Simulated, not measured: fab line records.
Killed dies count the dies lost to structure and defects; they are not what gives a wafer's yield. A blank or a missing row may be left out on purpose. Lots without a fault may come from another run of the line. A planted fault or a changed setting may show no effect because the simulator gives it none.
Which of the tools did it? / flow gf180mcu / 12 lots with 36 wafers sampled at 6 steps, on a route of 602 steps

== WHAT THE GAUGES READ, wafer by wafer ==
GF_DUAL_GATE_OVL_MEAS_11. Usual: DUAL_GATE_OVL 1.0 nm, standard deviation 1.4.
lot=L901; measured=day 8 08:51; on=overlay-01; DUAL_GATE_OVL (nm)=2.6 4.5 1.2; flag=
lot=L902; measured=day 8 13:35; on=overlay-01; DUAL_GATE_OVL (nm)=-0.6 0.8 -0.4; flag=
lot=L903; measured=day 8 21:09; on=overlay-02; DUAL_GATE_OVL (nm)=1.7 0.3 -1.7; flag=
lot=L904; measured=day 9 05:45; on=overlay-01; DUAL_GATE_OVL (nm)=0.8 1.5 0.2; flag=
lot=L909; measured=day 10 15:29; on=overlay-02; DUAL_GATE_OVL (nm)=2.1 2.7 1.7; flag=
lot=L912; measured=day 11 16:07; on=overlay-02; DUAL_GATE_OVL (nm)=1.3 0.2 -2.0; flag=
lot=L917; measured=day 12 22:59; on=overlay-01; DUAL_GATE_OVL (nm)=0.1 -1.9 -1.8; flag=
lot=L918; measured=day 13 02:32; on=overlay-01; DUAL_GATE_OVL (nm)=2.9 3.2 1.8; flag=
lot=L920; measured=day 13 18:30; on=overlay-02; DUAL_GATE_OVL (nm)=1.3 1.3 2.4; flag=
lot=L921; measured=day 14 00:44; on=overlay-02; DUAL_GATE_OVL (nm)=0.1 -1.0 -0.1; flag=
lot=L922; measured=day 14 08:28; on=overlay-01; DUAL_GATE_OVL (nm)=1.4 1.1 2.1; flag=
lot=L923; measured=day 14 14:46; on=overlay-02; DUAL_GATE_OVL (nm)=1.1 2.6 0.7; flag=

GF_HV_LDD_OVL_MEAS_20. Usual: HV_LDD_01_OVL 0.8 nm, standard deviation 1.3.
lot=L901; measured=day 10 19:06; on=overlay-02; HV_LDD_01_OVL (nm)=0.0 1.6 3.1; flag=
lot=L902; measured=day 10 23:45; on=overlay-01; HV_LDD_01_OVL (nm)=2.1 2.4 0.9; flag=
lot=L903; measured=day 11 08:09; on=overlay-02; HV_LDD_01_OVL (nm)=-1.0 0.9 0.1; flag=
lot=L904; measured=day 11 19:30; on=overlay-01; HV_LDD_01_OVL (nm)=0.0 -0.4 0.1; flag=
lot=L909; measured=day 13 07:51; on=overlay-02; HV_LDD_01_OVL (nm)=1.0 1.5 0.7; flag=
lot=L912; measured=day 14 10:39; on=overlay-02; HV_LDD_01_OVL (nm)=1.0 2.0 3.0; flag=
lot=L917; measured=day 15 20:53; on=overlay-02; HV_LDD_01_OVL (nm)=0.5 0.9 -1.7; flag=
lot=L918; measured=day 15 22:52; on=overlay-01; HV_LDD_01_OVL (nm)=-1.9 -1.3 0.0; flag=
lot=L920; measured=day 16 19:27; on=overlay-01; HV_LDD_01_OVL (nm)=-0.4 0.3 0.8; flag=
lot=L921; measured=day 17 01:11; on=overlay-01; HV_LDD_01_OVL (nm)=2.2 2.1 2.2; flag=
lot=L922; measured=day 17 08:29; on=overlay-01; HV_LDD_01_OVL (nm)=1.5 0.2 0.4; flag=
lot=L923; measured=day 17 15:05; on=overlay-01; HV_LDD_01_OVL (nm)=0.8 1.0 1.5; flag=

GF_HV_LDD_CD_MEAS_31 targets a cd of 400 nm. Usual: cd_nm 399.6 nm, standard deviation 2.4.
lot=L901; measured=day 11 13:04; on=cd_sem-01; cd_nm (nm)=400.7 401.6 404.9; flag=
lot=L902; measured=day 11 18:19; on=cd_sem-01; cd_nm (nm)=394.6 395.6 397.5; flag=
lot=L903; measured=day 12 02:43; on=cd_sem-01; cd_nm (nm)=399.0 399.6 397.4; flag=
lot=L904; measured=day 12 14:40; on=cd_sem-02; cd_nm (nm)=401.4 400.8 400.6; flag=
lot=L909; measured=day 14 04:26; on=cd_sem-01; cd_nm (nm)=400.4 398.3 398.9; flag=
lot=L912; measured=day 15 08:08; on=cd_sem-02; cd_nm (nm)=401.0 398.4 400.3; flag=
lot=L917; measured=day 16 18:40; on=cd_sem-02; cd_nm (nm)=398.6 400.6 401.6; flag=
lot=L918; measured=day 16 20:52; on=cd_sem-02; cd_nm (nm)=400.5 398.6 397.6; flag=
lot=L920; measured=day 17 18:35; on=cd_sem-01; cd_nm (nm)=397.9 398.8 397.2; flag=
lot=L921; measured=day 18 00:04; on=cd_sem-02; cd_nm (nm)=400.7 399.4 397.7; flag=
lot=L922; measured=day 18 08:04; on=cd_sem-02; cd_nm (nm)=398.4 396.3 397.1; flag=
lot=L923; measured=day 18 14:13; on=cd_sem-01; cd_nm (nm)=401.1 400.6 400.9; flag=

GF_HV_LDD_TW_MEAS_38. Usual: HV_LDD_3_TW 1448, standard deviation 22.
lot=L901; measured=day 11 13:56; on=film_metro-04; HV_LDD_3_TW=1429 1429 1431; flag=
lot=L902; measured=day 11 19:10; on=film_metro-01; HV_LDD_3_TW=1464 1463 1457; flag=
lot=L903; measured=day 12 03:34; on=film_metro-01; HV_LDD_3_TW=1475 1471 1471; flag=
lot=L904; measured=day 12 15:32; on=film_metro-01; HV_LDD_3_TW=1465 1476 1471; flag=
lot=L909; measured=day 14 05:15; on=film_metro-01; HV_LDD_3_TW=1462 1469 1464; flag=
lot=L912; measured=day 15 08:59; on=film_metro-04; HV_LDD_3_TW=1309 1304 1301; flag=OFF
lot=L917; measured=day 16 19:32; on=film_metro-03; HV_LDD_3_TW=1431 1421 1427; flag=
lot=L918; measured=day 16 21:43; on=film_metro-01; HV_LDD_3_TW=1464 1464 1464; flag=
lot=L920; measured=day 17 19:27; on=film_metro-01; HV_LDD_3_TW=1464 1475 1468; flag=
lot=L921; measured=day 18 00:55; on=film_metro-03; HV_LDD_3_TW=1431 1429 1427; flag=
lot=L922; measured=day 18 08:55; on=film_metro-03; HV_LDD_3_TW=1421 1428 1426; flag=
lot=L923; measured=day 18 15:04; on=film_metro-04; HV_LDD_3_TW=1416 1421 1418; flag=

== WHAT TOOL EACH LOT RAN ON (gives the tool, then ch and the chambers of the sampled wafers, and finally the start) ==
lot=L901; GF_HV_LDD_STRIP_22=plasma_asher-03 ch 0,1, day 10 19:17; GF_HV_LDD_STRIP_37=plasma_asher-01 ch 0,1, day 11 13:50
lot=L902; GF_HV_LDD_STRIP_22=plasma_asher-01 ch 0,1, day 11 00:29; GF_HV_LDD_STRIP_37=plasma_asher-03 ch 0,1, day 11 19:04
lot=L903; GF_HV_LDD_STRIP_22=plasma_asher-02 ch 0,1, day 11 08:20; GF_HV_LDD_STRIP_37=plasma_asher-01 ch 0,1, day 12 03:28
lot=L904; GF_HV_LDD_STRIP_22=plasma_asher-03 ch 0,1, day 11 19:41; GF_HV_LDD_STRIP_37=plasma_asher-02 ch 0,1, day 12 15:26
lot=L909; GF_HV_LDD_STRIP_22=plasma_asher-01 ch 0,1, day 13 08:03; GF_HV_LDD_STRIP_37=plasma_asher-02 ch 0,1, day 14 05:09
lot=L912; GF_HV_LDD_STRIP_22=plasma_asher-01 ch 0,1, day 14 10:50; GF_HV_LDD_STRIP_37=plasma_asher-01 ch 0,1, day 15 08:52
lot=L917; GF_HV_LDD_STRIP_22=plasma_asher-02 ch 0,1, day 15 21:04; GF_HV_LDD_STRIP_37=plasma_asher-02 ch 0,1, day 16 19:26
lot=L918; GF_HV_LDD_STRIP_22=plasma_asher-03 ch 0,1, day 15 23:03; GF_HV_LDD_STRIP_37=plasma_asher-03 ch 0,1, day 16 21:37
lot=L920; GF_HV_LDD_STRIP_22=plasma_asher-01 ch 0,1, day 16 19:38; GF_HV_LDD_STRIP_37=plasma_asher-03 ch 0,1, day 17 19:20
lot=L921; GF_HV_LDD_STRIP_22=plasma_asher-01 ch 0,1, day 17 01:22; GF_HV_LDD_STRIP_37=plasma_asher-02 ch 0,1, day 18 00:49
lot=L922; GF_HV_LDD_STRIP_22=plasma_asher-01 ch 0,1, day 17 08:41; GF_HV_LDD_STRIP_37=plasma_asher-03 ch 0,1, day 18 08:49
lot=L923; GF_HV_LDD_STRIP_22=plasma_asher-02 ch 0,1, day 17 15:16; GF_HV_LDD_STRIP_37=plasma_asher-01 ch 0,1, day 18 14:58
- GF_HV_LDD_STRIP_22: strips in O2/N2.
- GF_HV_LDD_STRIP_37: strips in O2/N2.

== AS READ BY THE TOOLS THEMSELVES (means over the sampled wafers that have a number; for cases with no such wafer, the mark the record gives instead) ==
GF_HV_LDD_STRIP_22. Usual: drypump_motor_current_A 5.6 A, standard deviation 0.49; heater_power_w 358 W, standard deviation 22; oes_product_au 0.716 a.u., standard deviation 0.0042; strip_time_to_endpoint_s 12.64 s, standard deviation 0.032.
lot=L901; tool=plasma_asher-03; drypump_motor_current_A (A)=5.6; heater_power_w (W)=338; oes_product_au (a.u.)=0.715; strip_time_to_endpoint_s (s)=12.61; flag=
lot=L902; tool=plasma_asher-01; drypump_motor_current_A (A)=5.2; heater_power_w (W)=372; oes_product_au (a.u.)=0.715; strip_time_to_endpoint_s (s)=12.63; flag=
lot=L903; tool=plasma_asher-02; drypump_motor_current_A (A)=6.1; heater_power_w (W)=342; oes_product_au (a.u.)=0.715; strip_time_to_endpoint_s (s)=12.65; flag=
lot=L904; tool=plasma_asher-03; drypump_motor_current_A (A)=5.8; heater_power_w (W)=360; oes_product_au (a.u.)=0.717; strip_time_to_endpoint_s (s)=12.68; flag=
lot=L909; tool=plasma_asher-01; drypump_motor_current_A (A)=5.2; heater_power_w (W)=377; oes_product_au (a.u.)=0.716; strip_time_to_endpoint_s (s)=12.61; flag=
lot=L912; tool=plasma_asher-01; drypump_motor_current_A (A)=5.2; heater_power_w (W)=374; oes_product_au (a.u.)=0.958; strip_time_to_endpoint_s (s)=-; flag=OFF
lot=L917; tool=plasma_asher-02; drypump_motor_current_A (A)=6.1; heater_power_w (W)=338; oes_product_au (a.u.)=0.718; strip_time_to_endpoint_s (s)=12.62; flag=
lot=L918; tool=plasma_asher-03; drypump_motor_current_A (A)=5.9; heater_power_w (W)=355; oes_product_au (a.u.)=0.714; strip_time_to_endpoint_s (s)=12.64; flag=
lot=L920; tool=plasma_asher-01; drypump_motor_current_A (A)=5.2; heater_power_w (W)=371; oes_product_au (a.u.)=0.718; strip_time_to_endpoint_s (s)=12.65; flag=
lot=L921; tool=plasma_asher-01; drypump_motor_current_A (A)=5.5; heater_power_w (W)=377; oes_product_au (a.u.)=0.713; strip_time_to_endpoint_s (s)=12.60; flag=
lot=L922; tool=plasma_asher-01; drypump_motor_current_A (A)=5.1; heater_power_w (W)=381; oes_product_au (a.u.)=0.715; strip_time_to_endpoint_s (s)=12.66; flag=
lot=L923; tool=plasma_asher-02; drypump_motor_current_A (A)=6.1; heater_power_w (W)=344; oes_product_au (a.u.)=0.719; strip_time_to_endpoint_s (s)=12.72; flag=

GF_HV_LDD_STRIP_37. Usual: drypump_motor_current_A 5.7 A, standard deviation 0.52; heater_power_w 361 W, standard deviation 23; oes_product_au 0.716 a.u., standard deviation 0.0043; strip_time_to_endpoint_s 12.64 s, standard deviation 0.034.
lot=L901; tool=plasma_asher-01; drypump_motor_current_A (A)=5.1; heater_power_w (W)=379; oes_product_au (a.u.)=0.716; strip_time_to_endpoint_s (s)=12.61; flag=
lot=L902; tool=plasma_asher-03; drypump_motor_current_A (A)=5.9; heater_power_w (W)=353; oes_product_au (a.u.)=0.717; strip_time_to_endpoint_s (s)=12.60; flag=
lot=L903; tool=plasma_asher-01; drypump_motor_current_A (A)=5.1; heater_power_w (W)=377; oes_product_au (a.u.)=0.719; strip_time_to_endpoint_s (s)=12.59; flag=
lot=L904; tool=plasma_asher-02; drypump_motor_current_A (A)=5.9; heater_power_w (W)=353; oes_product_au (a.u.)=0.717; strip_time_to_endpoint_s (s)=12.66; flag=
lot=L909; tool=plasma_asher-02; drypump_motor_current_A (A)=6.0; heater_power_w (W)=365; oes_product_au (a.u.)=0.716; strip_time_to_endpoint_s (s)=12.61; flag=
lot=L912; tool=plasma_asher-01; drypump_motor_current_A (A)=5.5; heater_power_w (W)=377; oes_product_au (a.u.)=0.718; strip_time_to_endpoint_s (s)=13.83; flag=OFF
lot=L917; tool=plasma_asher-02; drypump_motor_current_A (A)=5.9; heater_power_w (W)=360; oes_product_au (a.u.)=0.719; strip_time_to_endpoint_s (s)=12.66; flag=
lot=L918; tool=plasma_asher-03; drypump_motor_current_A (A)=5.9; heater_power_w (W)=353; oes_product_au (a.u.)=0.718; strip_time_to_endpoint_s (s)=12.65; flag=
lot=L920; tool=plasma_asher-03; drypump_motor_current_A (A)=5.9; heater_power_w (W)=353; oes_product_au (a.u.)=0.716; strip_time_to_endpoint_s (s)=12.59; flag=
lot=L921; tool=plasma_asher-02; drypump_motor_current_A (A)=6.0; heater_power_w (W)=359; oes_product_au (a.u.)=0.716; strip_time_to_endpoint_s (s)=12.64; flag=
lot=L922; tool=plasma_asher-03; drypump_motor_current_A (A)=5.9; heater_power_w (W)=355; oes_product_au (a.u.)=0.712; strip_time_to_endpoint_s (s)=12.64; flag=
lot=L923; tool=plasma_asher-01; drypump_motor_current_A (A)=5.1; heater_power_w (W)=374; oes_product_au (a.u.)=0.714; strip_time_to_endpoint_s (s)=12.67; flag=

== THE ANSWER, worked out from the rows above alone ==
Rule: a lot is off if the mean of its wafers that have a number lies more than 3 standard deviations from the usual mean. A lot without any number at a reading at which 4 lots or more have one is off too. Where the step has rows for the other lots, those lots are counted as sound. After the gauges, taken in route order, come the tools' own readings; for these a lot's mean is taken, as printed above. At the first step where some lot is off, the reading lying furthest off is the one used; lots without a number count as furthest.
Off: at GF_HV_LDD_TW_MEAS_38 (HV_LDD_3_TW), L912.
A tool fits if, at a process step before that reading, it ran every lot that is off, and no sound lot after the first of them. Not tried: the gauges at GF_HV_LDD_TW_MEAS_38; whatever is off there is also off at GF_HV_LDD_STRIP_22, on other tools, and gauge error can't account for it. None of those tried fits.

== WHAT THE SIMULATOR HAD PUT IN ==
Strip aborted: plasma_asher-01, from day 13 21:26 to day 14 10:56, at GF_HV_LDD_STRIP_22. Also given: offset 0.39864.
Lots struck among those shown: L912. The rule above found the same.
